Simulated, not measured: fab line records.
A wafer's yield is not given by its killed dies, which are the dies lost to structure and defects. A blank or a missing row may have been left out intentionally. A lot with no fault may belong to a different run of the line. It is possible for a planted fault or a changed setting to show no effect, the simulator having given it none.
Matching of chambers	flow sky130	rie-si-01 running SKY_FIELD_ISO_ETCH_17: 4 sister chambers
The step etches Si in HBr/Cl2/O2, target depth 342 nm, time 97.7 s. 8 wafers are shown with their chamber, then 9 later ones without.

== WAFERS, EACH WITH ITS CHAMBER ==
wafer	chamber	drypump-motor-current-A (A)	run-length-s (s)
L439.6	2	6.2	125.7
L450.1	0	5.2	125.8
L451.3	1	5.7	125.2
L451.4	3	4.9	125.3
L451.5	1	5.7	125.1
L454.3	2	6.1	125.6
L454.5	0	5.2	125.6
L454.6	3	4.9	125.1

== WAFERS WITH NO CHAMBER GIVEN ==
wafer	drypump-motor-current-A (A)	run-length-s (s)
L457.1	5.0	124.9
L457.4	6.1	125.4
L457.6	6.1	125.5
L458.2	6.1	125.3
L458.3	5.7	125.0
L458.6	6.1	125.9
L460.1	6.1	125.5
L460.4	5.0	124.8
L460.6	5.7	125.3

== WHICH CHAMBER EACH ONE RAN IN ==
wafer	from the rows above	in truth
L457.1	3	3
L457.4	2	2
L457.6	2	2
L458.2	2	2
L458.3	1	1
L458.6	2	2
L460.1	2	2
L460.4	3	3
L460.6	1	1
Correct placement for 9 of the 9. Left unplaced by these rows: 0. Placed wrongly: 0.
How it was worked out, from the rows above alone: a wafer's distance from a chamber is the root of the sum, over the readings, of the square of ((its reading less the chamber's mean) divided by the reading's scatter). If the next closest chamber is less than 2 further off than the closest, the wafer can't be placed; otherwise it belongs to the closest. The mean given for a chamber averages the wafers shown for that chamber. The scatter is the square root of a quotient: the sum, over the shown wafers, of each reading's squared deviation from its chamber's mean, divided by wafers minus chambers.
